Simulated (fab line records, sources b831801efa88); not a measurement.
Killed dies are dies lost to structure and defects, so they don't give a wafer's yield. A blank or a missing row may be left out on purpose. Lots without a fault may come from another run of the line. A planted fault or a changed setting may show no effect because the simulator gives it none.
Problem report in the 8D (eight disciplines) form, filled by code | flow sfq_line | the parts of the form that need people (team, actions taken, sign-off) are left out

1. THE PROBLEM
heater_power_total_W at SFQ_TRILAYER_R5_LITHO_PEB_139 reads a mean of 80.57 W on 2 wafers of 2 lots; wafers without a fault read 79.15 W with a standard deviation of 0.066. That is +22 standard deviations from the usual mean.
The step: peb time 60 s.
First seen on wafer L832.5, day 74 04:58, on litho_track-01. The record holds 17 wafers of 6 lots with a number at this step. Rule for "out", or "out of limits": more than 4 standard deviations from the usual mean. The other wafers with a number count as sound.

2. WHAT IT IS AND WHAT IT IS NOT
question                    | is                   | is not
which readings at this step | heater_power_total_W | -
which lots                  | L832, L835           | L821, L822, L842, L844
which wafers of those lots  | L832.5, L835.1       | L832.4, L832.6, L835.2
read on which tools         | litho_track-01       | litho_track-02, litho_track-03
when                        | from day 74 04:58    | up to then (8 sound wafers); but 7 sound wafers of L835, L842, L844 came after

3. SUSPECTS, AND WHAT RULES EACH OUT
Counting: a tool at a process step up to the reading stays a suspect if it ran every lot that is out. Sound lots after the first of them don't rule it out here, since some wafers of a struck lot are sound.
- pecvd-01 at SFQ_TRILAYER_A5B_DEP_PECVD_129 (deposits SiO2 from SiH4/N2O, time 133.33 s, target thk 600 nm): kept. It ran every lot that is out, first L832 (day 73 18:05); its last sound lot up to then is L822 (day 60 12:53).
- cmp-02 at SFQ_TRILAYER_A5B_CMP_CMP_130 (polishes, stops on Nb, target thk 340.7 nm): kept. It ran every lot that is out, first L832 (day 73 18:08); its last sound lot up to then is L821 (day 60 12:26).
- litho_track-01 at SFQ_TRILAYER_R5_LITHO_PEB_139 (peb time 60 s): kept. It ran every lot that is out, first L832 (day 74 04:58); its last sound lot up to then is L822 (day 65 01:07). Its own readings are out on those wafers: heater_power_total_W.
Left after counting: pecvd-01 at SFQ_TRILAYER_A5B_DEP_PECVD_129, cmp-02 at SFQ_TRILAYER_A5B_CMP_CMP_130, litho_track-01 at SFQ_TRILAYER_R5_LITHO_PEB_139.

4. THE CAUSE (what the simulator had put in)
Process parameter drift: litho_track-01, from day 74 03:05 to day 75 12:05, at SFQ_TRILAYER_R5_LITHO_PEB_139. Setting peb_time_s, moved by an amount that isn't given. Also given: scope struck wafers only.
Counting left 3 suspects, and this tool is among them.

5. THE CHAIN OF EFFECTS, in route order
Each row: a reading whose mean over the struck wafers that have a number lies more than 3 standard deviations from the usual. Only readings for which the record gives a usual standard deviation are gone through. hours: the time from each lot's start at the first step in this table that gives one to its start at this step, as a median over the lots. sigmas: the change in usual standard deviations.
hours | step                          | reading              | usual   | on struck wafers | change | sigmas
0     | SFQ_TRILAYER_R5_LITHO_PEB_139 | heater_power_total_W | 79.15 W | 80.57            | +1.42  | +22
The process steps in it:
- SFQ_TRILAYER_R5_LITHO_PEB_139: peb time 60 s.
Later measuring or inspecting steps at which every struck wafer that the step has a row for has a number for every such reading, and none has moved that far: SFQ_R5_OVL_MEAS_935.

6. WHAT WOULD HAVE CAUGHT IT SOONER
In this record the first reading out of limits was taken at day 74 04:58, 2 hours after the fault began at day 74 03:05.
